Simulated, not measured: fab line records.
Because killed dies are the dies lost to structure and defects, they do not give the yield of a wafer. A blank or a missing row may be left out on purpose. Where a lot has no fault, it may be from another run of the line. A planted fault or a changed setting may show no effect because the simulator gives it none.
Which tool was responsible? ; flow gf180mcu ; 21 wafers from 7 lots sampled at 2 of the route's 602 steps

== WHAT THE GAUGES READ, wafer by wafer ==
GF_HV_LDD_OVL_MEAS_32.
lot;measured;on;HV_LDD_02_OVL (nm)
L417;day 11 22:49;overlay-02;-0.9 -0.1 0.9
L419;day 12 17:08;overlay-02;-0.6 3.6 4.0
L423;day 13 21:04;overlay-01;0.4 -2.3 0.8
L429;day 15 18:31;overlay-02;-0.8 -0.1 -1.8
L433;day 17 01:25;overlay-02;-131.7 -130.7 -130.3
L436;day 18 00:41;overlay-01;-1.7 -0.7 -0.9
L438;day 18 19:35;overlay-02;-1.4 -0.3 1.2

== WHAT TOOL EACH LOT RAN ON (gives the tool, then ch and the chambers of the sampled wafers, and finally the start) ==
lot;GF_HV_LDD_EXPOSE_28
L417;iline_stepper-02 ch 0, day 11 13:31
L419;iline_stepper-01 ch 0, day 12 07:43
L423;iline_stepper-01 ch 0, day 13 10:35
L429;iline_stepper-02 ch 0, day 15 07:29
L433;iline_stepper-01 ch 0, day 16 14:37
L436;iline_stepper-02 ch 0, day 17 13:11
L438;iline_stepper-02 ch 0, day 18 07:17
- GF_HV_LDD_EXPOSE_28: exposes mask Nplus HV AREA, target cd 400 nm.

== THE ANSWER, worked out from the rows above alone ==
Rule: the usual values come from the lots themselves. The widest of any qualifying gaps counts: lots, ordered by their means at a reading, are off when they make up no more than a third of the lots, leave a main group of 4 or more, and stand apart from it by 3 or more times the standard deviation of that group's means. Not used: any main group whose means are identical at the precision the tables above print for the reading. A lot without any number at a reading at which 4 lots or more have one is off too. All remaining lots with rows at the step are treated as sound.
Off: L433, seen at GF_HV_LDD_OVL_MEAS_32 (HV_LDD_02_OVL). The main group has a mean of -0.0 nm with a standard deviation of 1.1.
If a tool, at a process step before that reading, ran all the lots that are off and no sound lot after the first of them, it fits. Those tools and the gauges at GF_HV_LDD_OVL_MEAS_32 are tried in the same way. One candidate fits, namely iline_stepper-01 at GF_HV_LDD_EXPOSE_28. A fault onset in the window from L423 (day 13 10:35, its last sound lot) to L433 (day 16 14:37, its first lot off) fits.

== WHAT THE SIMULATOR HAD INSERTED ==
Scanner matching overlay: iline_stepper-01, from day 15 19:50 on, at GF_HV_LDD_EXPOSE_28. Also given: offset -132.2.
Struck lots among those shown: L433. The rule given above showed the same thing.
